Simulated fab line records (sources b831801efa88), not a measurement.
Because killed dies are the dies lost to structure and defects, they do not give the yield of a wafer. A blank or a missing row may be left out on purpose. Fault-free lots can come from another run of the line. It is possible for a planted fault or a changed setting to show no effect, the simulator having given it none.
The tool behind it: which one? ; flow sky130 ; 24 lots with 72 wafers sampled at 4 steps, on a route of 708 steps

## WHAT THE GAUGES SHOWED, per wafer
SKY_FIELD_ISO_THK_MEAS_02. Usual: FIELD_ISO_OXIDATION_00_THK typically reads 11.98 nm, with standard deviation 0.21.
lot;measured;on;FIELD_ISO_OXIDATION_00_THK (nm);flag
L074;day 1 12:19;film metro-04;11.87 12.03 12.12;
L075;day 1 17:41;film metro-04;12.00 11.93 11.94;
L076;day 1 21:38;film metro-03;11.65 11.89 11.79;
L077;day 2 02:38;film metro-04;12.08 11.97 11.91;
L078;day 2 07:49;film metro-01;12.02 11.95 12.15;
L079;day 2 12:38;film metro-01;11.84 12.09 12.11;
L080;day 2 17:41;film metro-04;11.75 11.78 11.73;
L081;day 2 23:01;film metro-03;11.98 12.01 11.81;
L082;day 3 04:52;film metro-03;11.84 11.99 12.04;
L083;day 3 08:38;film metro-01;11.98 12.15 12.10;
L084;day 3 13:55;film metro-03;12.13 11.69 11.82;
L085;day 3 18:38;film metro-01;12.36 11.92 12.22;
L086;day 3 23:38;film metro-01;12.00 11.90 11.79;
L087;day 4 04:38;film metro-03;12.15 12.23 12.31;
L088;day 4 11:11;film metro-04;11.86 12.17 11.78;
L089;day 4 17:04;film metro-04;11.90 11.73 12.01;
L090;day 4 20:04;film metro-03;11.74 11.68 11.85;
L091;day 5 01:28;film metro-01;11.56 11.69 11.54;
L092;day 5 05:38;film metro-03;12.53 12.30 12.41;
L093;day 5 12:23;film metro-04;12.07 12.17 12.15;
L094;day 5 16:42;film metro-03;11.89 11.78 11.73;
L095;day 5 21:16;film metro-04;12.16 12.31 12.18;
L096;day 6 01:38;film metro-01;11.97 11.97 12.08;
L097;day 6 06:39;film metro-03;12.08 11.84 12.00;

SKY_PWDE_TW_MEAS_10. Usual: PWDE_TW typically reads 371.6, with standard deviation 2.
lot;measured;on;PWDE_TW;flag
L074;day 3 22:42;film metro-02;370.1 370.2 371.1;
L075;day 4 04:23;film metro-04;371.9 374.0 372.5;
L076;day 4 09:07;film metro-03;371.2 373.3 374.5;
L077;day 4 10:29;film metro-04;373.1 373.1 374.1;
L078;day 4 18:40;film metro-02;367.5 369.3 367.9;
L079;day 5 02:33;film metro-02;372.9 371.2 371.3;
L080;day 5 09:58;film metro-02;372.3 370.7 371.8;
L081;day 6 04:18;film metro-02;370.7 370.0 373.2;
L082;day 6 03:21;film metro-04;373.9 373.8 374.2;
L083;day 6 04:56;film metro-03;373.9 372.5 372.4;
L084;day 6 09:22;film metro-04;376.7 374.1 372.1;
L085;day 6 12:41;film metro-02;371.6 368.3 368.5;
L086;day 6 20:25;film metro-02;370.5 371.1 373.3;
L087;day 7 03:28;film metro-02;368.7 368.0 369.5;
L088;day 7 05:36;film metro-03;375.1 374.2 374.2;
L089;day 7 10:48;film metro-02;367.7 371.5 368.9;
L090;day 7 16:32;film metro-04;370.3 370.9 369.2;
L091;day 7 22:26;film metro-02;370.0 368.4 369.9;
L092;day 8 02:59;film metro-04;371.7 371.1 372.3;
L093;day 8 10:08;film metro-02;372.1 374.1 372.2;
L094;day 8 11:09;film metro-03;370.4 369.4 371.6;
L095;day 8 18:36;film metro-02;370.9 373.6 371.6;
L096;day 9 01:31;film metro-03;372.2 371.1 370.5;
L097;day 9 04:52;film metro-03;370.6 370.6 370.1;

SKY_VT_ADJUST_LVTN_TW_MEAS_10. Usual: VT_ADJUST_LVTN_TW typically reads 239.7, with standard deviation 1.3.
lot;measured;on;VT_ADJUST_LVTN_TW;flag
L074;day 6 21:06;film metro-02;240.2 240.2 239.8;
L075;day 7 05:38;film metro-02;239.4 239.3 239.5;
L076;day 7 09:38;film metro-03;240.9 241.1 239.9;
L077;day 7 12:36;film metro-03;240.7 242.0 240.0;
L078;day 7 22:53;film metro-03;241.2 241.0 241.0;
L079;day 8 08:05;film metro-03;238.0 238.8 237.9;
L080;day 8 15:56;film metro-03;239.6 238.2 238.4;
L081;day 9 13:53;film metro-02;238.0 238.2 239.0;
L082;day 9 12:39;film metro-02;239.1 237.7 237.5;
L083;day 9 14:18;film metro-02;237.9 238.9 236.8;
L084;day 9 19:52;film metro-02;239.0 238.4 238.9;
L085;day 10 00:38;film metro-02;239.1 238.5 239.6;
L086;day 10 10:20;film metro-03;240.5 240.1 239.4;
L087;day 10 17:50;film metro-02;238.9 238.0 238.4;
L088;day 10 20:06;film metro-03;239.6 239.6 239.7;
L089;day 11 01:32;film metro-03;242.5 240.6 243.6;
L090;day 11 09:03;film metro-02;238.8 238.5 240.5;
L091;day 11 15:50;film metro-03;242.5 242.8 241.3;
L092;day 11 21:19;film metro-02;238.7 238.7 238.7;
L093;day 12 04:49;film metro-03;240.6 240.0 239.8;
L094;day 12 07:38;film metro-03;240.7 239.0 241.7;
L095;day 12 14:29;film metro-01;240.5 241.7 241.5;
L096;day 12 23:35;film metro-01;240.7 239.2 241.0;
L097;day 13 04:15;film metro-03;240.4 240.5 240.3;

SKY_GATE_OXIDE_THK_MEAS_02. Usual: GATE_OXIDE_OXIDATION_00_THK typically reads 10.21 nm, with standard deviation 0.21.
lot;measured;on;GATE_OXIDE_OXIDATION_00_THK (nm);flag
L074;day 12 18:00;film metro-03;10.32 10.18 10.11;
L075;day 13 02:11;film metro-03;10.43 10.32 10.45;
L076;day 13 08:01;film metro-02;10.29 10.37 10.18;
L077;day 13 12:06;film metro-02;10.25 10.16 10.16;
L078;day 14 03:32;film metro-03;10.16 10.20 10.23;
L079;day 15 11:23;film metro-03;10.42 10.23 10.16;
L080;day 15 11:23;film metro-02;10.37 10.40 10.15;
L081;day 16 04:27;film metro-02;10.12 9.95 10.06;
L082;day 16 01:36;film metro-04;10.09 10.26 10.31;
L083;day 16 03:02;film metro-02;10.30 10.50 10.54;
L084;day 16 10:40;film metro-04;10.29 10.44 10.50;
L085;day 16 19:30;film metro-02;10.16 10.08 10.34;
L086;day 17 05:18;film metro-02;10.54 10.42 10.36;
L087;day 17 16:41;film metro-04;10.09 10.24 10.19;
L088;day 17 16:41;film metro-03;10.26 10.39 10.39;
L089;day 17 23:59;film metro-04;10.22 10.01 10.22;
L090;day 18 13:40;film metro-04;10.08 9.81 9.99;
L091;day 18 17:46;film metro-03;9.95 9.82 9.97;
L092;day 19 03:49;film metro-03;10.00 10.14 10.00;
L093;day 19 08:04;film metro-02;9.70 9.76 9.91;
L094;day 19 15:17;film metro-02;9.93 9.97 10.08;
L095;day 20 02:07;film metro-04;10.40 10.55 10.50;
L096;day 20 10:39;film metro-03;9.93 10.07 10.08;
L097;day 20 14:40;film metro-02;10.35 10.31 10.38;

## EACH LOT AND THE TOOL THAT RAN IT (in order: tool; ch and the chambers of the sampled wafers; start)
Record: no process step prior to these readings.

## AS READ BY THE TOOLS THEMSELVES (means over the sampled wafers that have a number; for cases with no such wafer, the mark the record gives instead)
The record holds no such reading with a usual standard deviation.

## THE ANSWER, worked out from the rows above alone
Rule: take the mean of a lot's wafers that have a number; if it is more than 3 standard deviations from the usual mean, the lot is off. A lot without any number at a reading at which 4 lots or more have one is off too. Where the step has rows for the other lots, those lots are counted as sound. First the gauges in route order, then the tools' own readings, where a lot's mean is used as printed above. At the first step where some lot is off, the reading lying furthest off is the one used; lots without a number count as furthest.
Across all readings shown, no lot is off: no conclusion can be drawn from this.

## WHAT HAD BEEN PUT IN BY THE SIMULATOR
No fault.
